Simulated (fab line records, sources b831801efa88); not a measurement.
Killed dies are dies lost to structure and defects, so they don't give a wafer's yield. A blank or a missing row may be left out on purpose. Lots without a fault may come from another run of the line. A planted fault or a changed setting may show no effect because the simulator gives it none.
fab line records | flow sky130
record lots=11 wafers=33 last_day=50
route steps=708 shown POLY_GATE@213 RES_PROTECT@214 VIA1@472
lots that met no fault: from a run of the same line without faults
start_h: hours from the record's first day to the start of the lot's first wafer shown | wait_h: hours since the lot's step before | " the same as in the row above | L1.1+2: a row that stands for several wafers | - no value, or no start given | * or withheld: withheld | < > ~ a bound
route shown NAME@n: a module of which the file shows steps, and the number in the route of the first | usual: mean/standard deviation of fault-free wafers | same: alike in all rows | chamber/n: place in a boat | sites: the reading at each site | _std_site: their standard deviation | _edge_site: outer sites' mean less inner sites' | radius_mm: how far each site lies from the wafer's centre | mask NAME#n: copy n | behind: the tool/chamber that last shaped the wafer | hold: why the lot was held/for how many hours/how that ended | device: the transistor (n, p or np) that didn't switch | end of line: the same wafers' tests at the end of the route | a step without rows: its recipe alone | killed: dies lost to structure and defects at the first sort, not the wafer's yield | map: a wafer's dies, x killed, . not, _ none there
set.NAME: the setting as run; set.NAME@STEP: as run at that earlier step | model.NAME: the simulator's own value behind a step, which no gauge read
steps of the route over a sample of lots; a table a step, a row a wafer
services: from which hour (start_h, from the record's first day; less than 0 if before it) a tool's chamber was out of use, for how many hours, and why
## steps
# step SKY_POLY_GATE_IMPLANT_02
# recipe species=P energy_kev=30 dose_cm2=7.7e+15 tilt_deg=0
# usual beam_on_s=36/6 dose_ions_cm2=7.7e+15/7.4e+12
# columns lot.wafer tool chamber start_h wait_h beam_on_s dose_ions_cm2
L760.1 implanter-01 0 384.04 0.1 43 7.705e+15
L760.2 " 0 " " 42 7.697e+15
L760.5 " 0 " " 41 7.704e+15
L762.1 implanter-01 0 422.41 0.1 42 7.695e+15
L762.3 " 0 " " 43 7.69e+15
L762.6 " 0 " " 43 7.693e+15
L764.3 implanter-01 0 427.36 0.1 42 7.702e+15
L764.4 " 0 " " 43 7.719e+15
L764.6 " 0 " " 41 7.697e+15
L763.3 implanter-01 0 430.99 0.1 41 7.7e+15
L763.4 " 0 " " 43 7.691e+15
L763.5 " 0 " " 43 7.69e+15
L765.1 implanter-04 0 437.16 0.1 33 7.691e+15
L765.4 " 0 " " 32 7.695e+15
L765.5 " 0 " " 33 7.711e+15
L767.1 implanter-04 0 453.06 0.1 32 7.698e+15
L767.3 " 0 " " 32 7.703e+15
L767.4 " 0 " " 32 7.694e+15
L768.3 implanter-04 0 464.34 0.1 10 2.141e+15
L768.4 " 0 " " 10 2.14e+15
L768.6 " 0 " " 10 2.133e+15
L771.2 implanter-04 0 484.86 0.1 10 2.131e+15
L771.4 " 0 " " 10 2.127e+15
L771.6 " 0 " " 10 2.133e+15
L772.2 implanter-01 0 498.19 0.1 41 7.7e+15
L772.3 " 0 " " 42 7.701e+15
L772.6 " 0 " " 41 7.687e+15
L774.2 implanter-01 0 509.23 0.1 42 7.7e+15
L774.3 " 0 " " 43 7.696e+15
L774.5 " 0 " " 41 7.694e+15
L775.1 implanter-01 0 516.64 0.1 41 7.703e+15
L775.2 " 0 " " 41 7.706e+15
L775.4 " 0 " " 41 7.692e+15
# step SKY_RES_PROTECT_STRIP_07
# recipe chemistry=O2/N2 power_w=1400 pressure_mtorr=1500 platen_temp_c=withheld o2_flow_sccm=3000 n2_flow_sccm=300 overash_fraction=0.5
# usual drypump_motor_current_A=5.95/0.24 o2_flow_sccm=3000/9.8 oes_product_au=0.518/0.0046 strip_time_to_endpoint_s=23.29/0.035
# columns lot.wafer tool chamber start_h wait_h drypump_motor_current_A o2_flow_sccm oes_product_au rf_hours_counter_h strip_time_to_endpoint_s
L760.1 plasma_asher-01 0 384.19 0.1 6.28 2994 0.517 57 23.24
L760.2 " 1 " " 5.65 3010 0.518 57 23.26
L760.5 " 1 " " 5.64 3004 0.518 - 23.30
L762.1 plasma_asher-03 1 422.56 0.1 6.13 3013 0.518 77 23.35
L762.3 " 1 " " 6.12 3017 0.520 - 23.26
L762.6 " 0 " " 5.66 3022 0.522 - 23.29
L764.3 plasma_asher-01 0 427.49 0.1 6.30 3006 0.514 - 23.32
L764.4 " 1 " " 5.66 3014 0.510 - 23.31
L764.6 " 1 " " 5.67 3011 0.515 - 23.30
L763.3 plasma_asher-01 0 431.12 0.1 6.29 3003 0.517 - 23.28
L763.4 " 1 " " 5.67 2987 0.511 - 23.32
L763.5 " 1 " " 5.67 2999 0.523 - 23.32
L765.1 plasma_asher-01 0 437.31 0.1 6.29 3002 0.512 62 23.26
L765.4 " 1 " " 5.64 3011 0.522 - 23.32
L765.5 " 1 " " 5.63 3015 0.513 - 23.28
L767.1 plasma_asher-04 0 453.21 0.1 6.00 2998 0.514 3 23.30
L767.3 " 0 " " 6.02 2990 0.514 - 23.25
L767.4 " 1 " " 5.89 3010 0.519 - 23.35
L768.3 plasma_asher-04 0 464.47 0.1 6.03 2997 0.601 - 18.51
L768.4 " 1 " " 5.93 2998 0.594 - 18.41
L768.6 " 0 " " 6.02 2999 0.598 - 18.46
L771.2 plasma_asher-03 1 484.99 0.1 6.18 3009 0.595 83 18.44
L771.4 " 1 " " 6.15 3011 0.608 - 18.36
L771.6 " 0 " " 5.64 2989 0.596 - 18.35
L772.2 plasma_asher-03 1 498.31 0.1 6.14 2998 0.510 85 23.27
L772.3 " 0 " " 5.65 3003 0.516 - 23.30
L772.6 " 0 " " 5.65 2991 0.523 - 23.27
L774.2 plasma_asher-04 0 509.36 0.1 6.02 2999 0.514 8 23.30
L774.3 " 0 " " 6.02 3007 0.513 - 23.26
L774.5 " 0 " " 6.01 3006 0.504 - 23.26
L775.1 plasma_asher-01 1 516.79 0.1 5.64 2990 0.525 70 23.35
L775.2 " 0 " " 6.27 2993 0.518 70 23.37
L775.4 " 0 " " 6.28 2997 0.522 - 23.35
# step SKY_RES_PROTECT_TW_MEAS_08
# usual POLY_GATE_TW=4045/40
# columns lot.wafer tool chamber start_h wait_h POLY_GATE_TW
L760.1 film_metro-03 - 384.29 0.1 4028
L760.2 " - " " 4018
L760.5 " - " " 4028
L762.1 film_metro-01 - 422.66 0.1 3963
L762.3 " - " " 3947
L762.6 " - " " 3955
L764.3 film_metro-02 - 427.58 0.1 4080
L764.4 " - " " 4087
L764.6 " - " " 4081
L763.3 film_metro-02 - 431.21 0.1 4066
L763.4 " - " " 4083
L763.5 " - " " 4092
L765.1 film_metro-02 - 437.41 0.1 4062
L765.4 " - " " 4063
L765.5 " - " " 4052
L767.1 film_metro-02 - 453.31 0.1 4085
L767.3 " - " " 4082
L767.4 " - " " 4079
L768.3 film_metro-02 - 464.56 0.1 3566
L768.4 " - " " 3536
L768.6 " - " " 3561
L771.2 film_metro-02 - 485.10 0.1 3586
L771.4 " - " " 3556
L771.6 " - " " 3569
L772.2 film_metro-01 - 498.42 0.1 3998
L772.3 " - " " 4014
L772.6 " - " " 3996
L774.2 film_metro-01 - 509.47 0.1 3999
L774.3 " - " " 3973
L774.5 " - " " 3961
L775.1 film_metro-02 - 516.89 0.1 4103
L775.2 " - " " 4105
L775.4 " - " " 4122
# step SKY_POLY_GATE_CD_MEAS_22
# usual cd_nm=150.1/2.1
# columns lot.wafer tool chamber start_h wait_h cd_nm
L760.1 cd_sem-01 - 419.89 0.1 148.8
L760.2 " - " " 148.1
L760.5 " - " " 148.7
L762.1 cd_sem-01 - 457.25 0.1 148.5
L762.3 " - " " 151.2
L762.6 " - " " 153.7
L764.3 cd_sem-01 - 462.82 0.1 155.0
L764.4 " - " " 151.0
L764.6 " - " " 152.2
L763.3 cd_sem-02 - 468.24 0.1 150.1
L763.4 " - " " 151.9
L763.5 " - " " 148.9
L765.1 cd_sem-01 - 472.82 0.1 146.9
L765.4 " - " " 150.3
L765.5 " - " " 152.9
L767.1 cd_sem-01 - 488.22 0.1 147.6
L767.3 " - " " 153.9
L767.4 " - " " 148.6
L768.3 cd_sem-01 - 499.39 0.1 150.7
L768.4 " - " " 148.5
L768.6 " - " " 148.6
L771.2 cd_sem-02 - 522.13 0.1 155.3
L771.4 " - " " 149.0
L771.6 " - " " 148.1
L772.2 cd_sem-02 - 532.46 0.1 149.4
L772.3 " - " " 147.8
L772.6 " - " " 147.9
L774.2 cd_sem-02 - 542.87 0.1 148.4
L774.3 " - " " 146.5
L774.5 " - " " 147.9
L775.1 cd_sem-01 - 550.56 0.1 149.1
L775.2 " - " " 149.5
L775.4 " - " " 151.7
# step SKY_VIA1_ETCH_14
# recipe chemistry=N2/H2 target=BARC ion_energy_ev=200 source_w=500 bias_w=100 pressure_mtorr=30 n2_flow_sccm=100 h2_flow_sccm=200 stop_on=SiO2 time_s=45.9 target_depth_a=600
# usual bias_w=100.0/0.3 drypump_motor_current_A=5.8/0.55 oes_product_au=0.854/0.0048 throttle_valve_pct=13.224/0.0082
# columns lot.wafer tool chamber start_h wait_h bias_w drypump_motor_current_A oes_product_au rf_hours_counter_h throttle_valve_pct
L760.1 rie_diel-04 0 833.32 0.0 100.1 5.5 0.860 0 13.233
L760.2 " 2 " " 100.2 6.5 0.860 16 13.233
L760.5 " 3 " " 100.0 5.8 0.854 - 13.215
L762.1 rie_diel-01 2 866.30 0.0 99.6 6.7 0.853 3 13.210
L762.3 " 1 " " 99.4 5.1 0.849 4 13.221
L762.6 " 3 " " 100.1 5.1 0.854 - 13.222
L764.3 rie_diel-01 0 869.02 0.0 100.5 6.1 0.855 4 13.235
L764.4 " 1 " " 100.2 5.0 0.856 4 13.210
L764.6 " 3 " " 99.4 5.1 0.854 - 13.235
L763.3 rie_diel-04 1 874.30 0.0 99.4 5.1 0.852 17 13.228
L763.4 " 2 " " 100.1 6.5 0.847 17 13.219
L763.5 " 2 " " 100.0 6.4 0.844 - 13.233
L765.1 rie_diel-04 3 882.37 0.0 99.1 5.8 0.862 16 13.227
L765.4 " 2 " " 99.8 6.5 0.852 17 13.216
L765.5 " 2 " " 99.6 6.4 0.855 - 13.238
L767.1 rie_diel-01 3 894.25 0.0 100.1 5.0 0.855 1 13.216
L767.3 " 0 " " 100.2 6.1 0.850 5 13.247
L767.4 " 2 " " 99.9 6.7 0.856 4 13.229
L768.3 rie_diel-01 1 901.27 0.0 99.9 5.1 0.848 5 13.210
L768.4 " 2 " " 99.7 6.7 0.857 4 13.227
L768.6 " 0 " " 99.3 6.1 0.849 - 13.216
L771.2 rie_diel-01 1 921.37 0.0 100.2 5.1 0.853 5 13.212
L771.4 " 0 " " 99.6 6.1 0.855 5 13.220
L771.6 " 1 " " 99.8 5.1 0.854 - 13.221
L772.2 rie_diel-03 3 929.67 0.0 100.3 5.4 0.853 12 13.223
L772.3 " 0 " " 100.1 5.9 0.863 10 13.213
L772.6 " 1 " " 100.0 6.0 0.857 - 13.229
L774.2 rie_diel-04 0 937.62 0.0 100.1 5.5 0.853 3 13.223
L774.3 " 2 " " 99.8 6.4 0.855 19 13.225
L774.5 " 3 " " 100.0 5.9 0.849 - 13.235
L775.1 rie_diel-01 3 944.62 0.0 100.1 5.1 0.859 3 13.232
L775.2 " 1 " " 100.2 5.1 0.856 6 13.216
L775.4 " 0 " " 100.0 6.1 0.857 6 13.230
# step SKY_VIA1_THK_MEAS_23
# recipe thk_meas_gauge=xrf reads=W_of_VIA1_CVD_21
# usual VIA1_W_THK=269.4/2.9
# columns lot.wafer tool chamber start_h wait_h VIA1_W_THK[nm]
L760.1 film_metro-03 - 834.28 0.1 267.2
L760.2 " - " " 270.8
L760.5 " - " " 270.1
L762.1 film_metro-01 - 867.25 0.1 271.7
L762.3 " - " " 271.2
L762.6 " - " " 267.3
L764.3 film_metro-01 - 870.00 0.1 271.0
L764.4 " - " " 268.5
L764.6 " - " " 269.0
L763.3 film_metro-01 - 875.31 0.1 269.7
L763.4 " - " " 269.0
L763.5 " - " " 264.8
L765.1 film_metro-04 - 883.33 0.1 268.1
L765.4 " - " " 269.9
L765.5 " - " " 268.3
L767.1 film_metro-04 - 895.20 0.1 269.4
L767.3 " - " " 265.6
L767.4 " - " " 269.8
L768.3 film_metro-03 - 902.25 0.1 266.4
L768.4 " - " " 269.8
L768.6 " - " " 272.7
L771.2 film_metro-03 - 922.38 0.1 266.8
L771.4 " - " " 272.8
L771.6 " - " " 266.9
L772.2 film_metro-01 - 930.70 0.1 275.3
L772.3 " - " " 271.8
L772.6 " - " " 275.7
L774.2 film_metro-03 - 938.59 0.1 272.4
L774.3 " - " " 272.2
L774.5 " - " " 269.7
L775.1 film_metro-03 - 945.68 0.1 266.8
L775.2 " - " " 266.6
L775.4 " - " " 268.2
## services
# columns tool chamber start_h hours kind
implanter-04 - 371.54 2.8 repair
rie_diel-01 - 372.57 0.4 repair
rie_diel-01 3 378.47 7.0 repair
implanter-04 - 407.37 2.7 pm
implanter-04 - 422.79 1.1 repair
rie_diel-01 1 451.14 2.8 repair
rie_diel-01 1 492.47 13.1 repair
plasma_asher-01 - 510.88 2.8 pm
implanter-01 - 528.60 6.5 pm
rie_diel-04 0 529.89 15.6 repair
rie_diel-01 - 570.56 2.8 pm
rie_diel-01 0 577.01 88.8 repair
rie_diel-01 3 580.17 5.2 repair
plasma_asher-01 - 594.59 0.4 repair
rie_diel-01 2 600.40 110.0 repair
rie_diel-01 - 617.08 2.7 repair
implanter-01 - 652.62 5.2 pm
rie_diel-01 0 689.34 1.3 repair
rie_diel-01 - 734.06 0.6 repair
plasma_asher-01 - 753.59 0.4 repair
rie_diel-01 - 774.10 0.3 repair
rie_diel-01 - 787.82 15.6 pm
implanter-01 - 872.25 1.3 repair
implanter-01 - 900.22 110.5 pm
## key
first_sign step=SKY_POLY_GATE_IMPLANT_02 reading=dose_ions_cm2 direction=down sigmas=99+ usual=* struck=*
effect step=SKY_POLY_GATE_IMPLANT_02 reading=beam_on_s direction=down sigmas=4.3 usual=36 struck=10
effect step=SKY_RES_PROTECT_STRIP_07 reading=strip_time_to_endpoint_s direction=down sigmas=99+ usual=* struck=*
effect step=SKY_RES_PROTECT_TW_MEAS_08 reading=POLY_GATE_TW direction=down sigmas=12 usual=4045 struck=3562
met_at SKY_POLY_GATE_IMPLANT_02
struck_lots L768,L771
rows_end L771.2
tester_left_out L768,L771
not_acting_at SKY_POLY_GATE_CD_MEAS_22,SKY_VIA1_ETCH_14,SKY_VIA1_THK_MEAS_23
onset_between 453.06 464.34
fault kind=process_parameter_drift tool=implanter-04 chamber=- onset_h=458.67 steps=SKY_POLY_GATE_IMPLANT_02 channel=dose_cm2 offset=* shape=step end_h=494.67 acts_in=* stated=*
# tester_left_out: of these lots the tester's yield and bins aren't shown, on N5 and GAA mostly nor the transistor test; their killed dies are dies lost to structure and defects alone, not to doping, threshold or leakage, so they don't give the yield
# rows_end: these wafers met a further fault down the route, and their rows from its step on are left out
